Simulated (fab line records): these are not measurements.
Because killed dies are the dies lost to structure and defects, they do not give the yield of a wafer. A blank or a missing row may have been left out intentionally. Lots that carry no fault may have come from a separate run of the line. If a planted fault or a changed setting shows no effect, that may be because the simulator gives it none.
Which tool did it? | flow sky130 | 36 wafers from 12 lots sampled at 5 of the route's 708 steps

== WHAT EACH GAUGE READ, for each wafer ==
SKY_VIA1_THK_MEAS_01.
lot  | measured     | on           | VIA1_HDPCVD_THK (nm)
L748 | day 32 18:10 | filmMetro-01 | 1002 1010 1020
L750 | day 33 15:53 | filmMetro-01 | 1025 1028 1026
L751 | day 34 02:24 | filmMetro-03 | 1011 1029 1027
L752 | day 34 17:40 | filmMetro-01 | 1030 1025 1016
L753 | day 35 01:47 | filmMetro-01 | 1018 1026 1023
L754 | day 35 09:20 | filmMetro-04 | 999 1008 1012
L756 | day 35 19:19 | filmMetro-04 | 1025 1015 1014
L758 | day 36 15:36 | filmMetro-03 | 1016 1025 1017
L759 | day 36 18:04 | filmMetro-04 | 1008 1023 1028
L761 | day 37 08:04 | filmMetro-01 | 1016 1025 1030
L766 | day 38 19:12 | filmMetro-01 | 1009 1020 520
L767 | day 38 22:47 | filmMetro-03 | 1005 511 515

SKY_VIA1_CD_MEAS_12: the cd target is 150 nm.
lot  | measured     | on       | cdNm (nm)
L748 | day 33 21:35 | cdSem-02 | 149.1 148.7 147.7
L750 | day 34 19:14 | cdSem-01 | 151.1 149.4 150.8
L751 | day 35 05:27 | cdSem-02 | 149.0 147.4 148.9
L752 | day 35 20:14 | cdSem-01 | 151.0 150.2 150.1
L753 | day 36 04:51 | cdSem-01 | 149.0 148.9 147.9
L754 | day 36 12:19 | cdSem-02 | 148.5 147.5 147.6
L756 | day 36 22:11 | cdSem-01 | 151.0 150.3 150.3
L758 | day 37 18:34 | cdSem-01 | 149.4 153.2 151.0
L759 | day 37 20:14 | cdSem-01 | 150.2 150.4 149.4
L761 | day 38 09:52 | cdSem-02 | 150.9 151.9 153.0
L766 | day 39 20:41 | cdSem-02 | 152.3 151.4 152.5
L767 | day 39 23:47 | cdSem-01 | 150.4 149.1 151.2

SKY_METAL2_THK_MEAS_06: measures by xrf.
lot  | measured     | on           | METAL2_ALCU_THK (nm)
L748 | day 33 23:20 | filmMetro-04 | 248.9 246.0 247.1
L750 | day 34 21:02 | filmMetro-04 | 244.9 246.6 246.9
L751 | day 35 07:11 | filmMetro-02 | 243.8 241.0 246.1
L752 | day 35 21:57 | filmMetro-04 | 250.5 248.1 246.0
L753 | day 36 06:42 | filmMetro-04 | 249.5 249.0 246.6
L754 | day 36 14:05 | filmMetro-02 | 245.2 241.9 246.0
L756 | day 37 00:16 | filmMetro-04 | 249.3 248.4 247.7
L758 | day 37 20:38 | filmMetro-04 | 245.7 242.5 241.1
L759 | day 37 22:17 | filmMetro-04 | 244.4 243.8 246.6
L761 | day 38 11:42 | filmMetro-03 | 244.4 242.6 244.7
L766 | day 39 22:32 | filmMetro-03 | 246.2 242.4 244.5
L767 | day 40 01:31 | filmMetro-04 | 248.3 245.4 251.6

== WHAT TOOL EACH LOT RAN ON (gives the tool, then ch and the chambers of the sampled wafers, and finally the start) ==
lot  | SKY_VIA1_HDPCVD_00               | SKY_VIA1_STRIP_16
L748 | hdpcvd-01 ch 0,1, day 32 18:02   | plasmaAsher-04 ch 0, day 33 21:48
L750 | hdpcvd-01 ch 0,2, day 33 15:44   | plasmaAsher-04 ch 0,1, day 34 19:29
L751 | hdpcvd-01 ch 0,1,2, day 34 02:17 | plasmaAsher-01 ch 0,1, day 35 05:42
L752 | hdpcvd-02 ch 0,1,2, day 34 17:35 | plasmaAsher-04 ch 0,1, day 35 20:28
L753 | hdpcvd-02 ch 0,1, day 35 01:40   | plasmaAsher-01 ch 0,1, day 36 05:05
L754 | hdpcvd-02 ch 0,2, day 35 09:13   | plasmaAsher-02 ch 0,1, day 36 12:33
L756 | hdpcvd-02 ch 0,2, day 35 19:11   | plasmaAsher-04 ch 1, day 36 22:26
L758 | hdpcvd-02 ch 0,2, day 36 15:29   | plasmaAsher-04 ch 0,1, day 37 18:48
L759 | hdpcvd-01 ch 0,1,2, day 36 17:56 | plasmaAsher-04 ch 0,1, day 37 20:27
L761 | hdpcvd-01 ch 0,2, day 37 07:58   | plasmaAsher-04 ch 0,1, day 38 10:07
L766 | hdpcvd-01 ch 0,1,2, day 38 19:05 | plasmaAsher-01 ch 0,1, day 39 20:56
L767 | hdpcvd-01 ch 0,1, day 38 22:41   | plasmaAsher-01 ch 0, day 40 00:02
- SKY_VIA1_HDPCVD_00: deposits SiO2, target thk 1030 nm, time 171.7 s.
- SKY_VIA1_STRIP_16: strips in O2/N2.

== AS READ BY THE TOOLS THEMSELVES (means over the sampled wafers that have a number; for cases with no such wafer, the mark the record gives instead) ==
SKY_VIA1_HDPCVD_00.
lot  | tool      | sih4FlowSccm (sccm)
L748 | hdpcvd-01 | 60.01
L750 | hdpcvd-01 | 59.94
L751 | hdpcvd-01 | 60.08
L752 | hdpcvd-02 | 60.06
L753 | hdpcvd-02 | 60.10
L754 | hdpcvd-02 | 60.20
L756 | hdpcvd-02 | 59.92
L758 | hdpcvd-02 | 60.02
L759 | hdpcvd-01 | 59.95
L761 | hdpcvd-01 | 60.03
L766 | hdpcvd-01 | 50.00
L767 | hdpcvd-01 | 39.87

SKY_VIA1_STRIP_16.
lot  | tool           | drypumpMotorCurrentA (A) | oesProductAu (a.u.) | stripTimeToEndpointS (s)
L748 | plasmaAsher-04 | 5.6                      | 0.414               | 4.471
L750 | plasmaAsher-04 | 5.8                      | 0.415               | 4.476
L751 | plasmaAsher-01 | 5.8                      | 0.413               | 4.467
L752 | plasmaAsher-04 | 5.7                      | 0.417               | 4.443
L753 | plasmaAsher-01 | 6.1                      | 0.413               | 4.439
L754 | plasmaAsher-02 | 5.5                      | 0.413               | 4.433
L756 | plasmaAsher-04 | 5.9                      | 0.422               | 4.458
L758 | plasmaAsher-04 | 5.8                      | 0.419               | 4.477
L759 | plasmaAsher-04 | 5.7                      | 0.414               | 4.458
L761 | plasmaAsher-04 | 5.8                      | 0.418               | 4.476
L766 | plasmaAsher-01 | 5.9                      | 0.416               | 4.465
L767 | plasmaAsher-01 | 6.4                      | 0.414               | 4.448

== THE ANSWER, worked out from the rows above alone ==
Rule: what is usual is taken from the lots themselves. The widest of any qualifying gaps counts: lots, ordered by their means at a reading, are off when they make up no more than a third of the lots, leave a main group of 4 or more, and stand apart from it by 3 or more times the standard deviation of that group's means. A main group is skipped when, at the precision printed for the reading in the tables above, its means are all equal. A lot without any number at a reading at which 4 lots or more have one is off too. All remaining lots with rows at the step are treated as sound. The gauges are gone through in route order, then the tools' own readings, and for those a lot's mean is taken as printed above. The first step at which some lot is off is used, and at that step the reading that is off furthest; a lot without a number counts as furthest.
Off: L766, L767, seen at SKY_VIA1_THK_MEAS_01 (VIA1_HDPCVD_THK). Main group: mean 1019 nm, sd 5.9.
A tool fits if, at a process step before that reading, it ran every lot that is off, and no sound lot after the first of them. The gauges at SKY_VIA1_THK_MEAS_01 aren't tried: what is off there is off at SKY_VIA1_HDPCVD_00 too, on other tools, and a gauge's error can't cause that. One fits: hdpcvd-01 at SKY_VIA1_HDPCVD_00. A fault onset in the window from L761 (day 37 07:58, its last sound lot) to L766 (day 38 19:05, its first lot off) fits.
The tool's own readings at SKY_VIA1_HDPCVD_00 bear it out: on the lots that are off they differ by more than 5 times the standard deviation of the sound lots' means. sih4FlowSccm reads 44.94 sccm there against 60.03 sccm on the sound lots.

== WHAT HAD BEEN PUT IN BY THE SIMULATOR ==
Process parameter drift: hdpcvd-01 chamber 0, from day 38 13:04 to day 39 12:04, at SKY_VIA1_HDPCVD_00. The setting sih4FlowSccm was moved by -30, starting from 60. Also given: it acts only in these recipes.
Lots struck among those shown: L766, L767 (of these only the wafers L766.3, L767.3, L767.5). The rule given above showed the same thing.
